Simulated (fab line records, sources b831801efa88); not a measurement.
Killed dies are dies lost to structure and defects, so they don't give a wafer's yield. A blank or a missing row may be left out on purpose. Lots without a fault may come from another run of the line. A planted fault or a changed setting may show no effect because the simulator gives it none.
A struck lot beside a sound one | flow gf180mcu | 14 steps out of a route of 602
Sound: wafers L822.3, L822.4, L822.6. Struck: wafers L833.2, L833.3, L833.4. The cause comes at the end.
At each step with rows: each side's tool, then ch and its chambers, then its first start. Under that, the readings that differ: sound wafers | struck wafers | difference of the means | sigmas: that difference in standard deviations of wafers without a fault.
alike: readings whose means differ by less than 2 such deviations, and words and numbers that are the same on both sides. not compared: withheld readings, readings that some wafer has no value for, bounds like >300 that may hide the same value, and numbers for which the record gives no deviation and whose values overlap.
The two part at a step that has a row with sigmas, a row that says differs or no value, or rows on one side only. Numbers that don't overlap but have no deviation are shown without sigmas and don't part them. A reading that every wafer of one side lacks parts them only if that side has two wafers or more.

GF_TOP_METAL_SPUTTER_01: material TiN, target thk 30 nm, time 25 s.
  sound on pvd_sputter-01, day 28 05:09; struck on pvd_sputter-03, day 31 08:41
  alike: throttle_valve_pct
GF_TOP_METAL_SPUTTER_02: material AlCu, target thk 900 nm, time 47.82 s.
  sound on pvd_sputter-01, day 28 05:11; struck on pvd_sputter-03, day 31 08:43
  alike: throttle_valve_pct
GF_TOP_METAL_SPUTTER_03: material Ti, target thk 5 nm, time 3.3 s.
  sound on pvd_sputter-01, day 28 05:14; struck on pvd_sputter-03, day 31 08:46
  alike: throttle_valve_pct
GF_TOP_METAL_SPUTTER_04: material TiN, target thk 25 nm, time 20.8 s.
  sound on pvd_sputter-01, day 28 05:15; struck on pvd_sputter-03, day 31 08:46
  alike: throttle_valve_pct
GF_TOP_METAL_RS_MEAS_05: measures by four-point-probe.
  sound on film_metro-03, day 28 05:22; struck on film_metro-02, day 31 08:49
  alike: TOP_METAL_ALCU_RS
GF_TOP_METAL_THK_MEAS_06: measures by xrf.
  sound on film_metro-03, day 28 05:28; struck on film_metro-02, day 31 08:56
  alike: TOP_METAL_ALCU_THK
then, 6 steps without rows for these wafers: GF_TOP_METAL_DEHYDRATE_07 (time 60 s); GF_TOP_METAL_HMDS_08 (prime time 60 s); GF_TOP_METAL_COAT_09 (resist thk 1500 nm); GF_TOP_METAL_SOFTBAKE_10 (time 60 s); GF_TOP_METAL_EXPOSE_11 (exposes mask MetalTop, target cd 440 nm); GF_TOP_METAL_PEB_12.
GF_TOP_METAL_DEVELOP_13: develop time 60 s.
  sound on litho_track-03 ch 0, day 29 00:59; struck on litho_track-01, day 32 02:02
  no value came back on the struck wafers for chill_plate_temp_C (C), develop_time_s (s), resist_line_temp_C (C); on the sound wafers chill_plate_temp_C (C) reads 22.83 22.99 23.09
GF_TOP_METAL_CD_MEAS_14: target cd 440 nm.
  sound on cd_sem-02, day 29 01:08; struck on cd_sem-02, day 32 02:10
  reading    | sound             | struck | difference                    | sigmas
  cd_nm (nm) | 439.9 438.0 438.2 | - - -  | no value on the struck wafers |

WHERE THEY PART
First at GF_TOP_METAL_DEVELOP_13; last, within this record, at GF_TOP_METAL_CD_MEAS_14.

WHY: what the simulator had put in
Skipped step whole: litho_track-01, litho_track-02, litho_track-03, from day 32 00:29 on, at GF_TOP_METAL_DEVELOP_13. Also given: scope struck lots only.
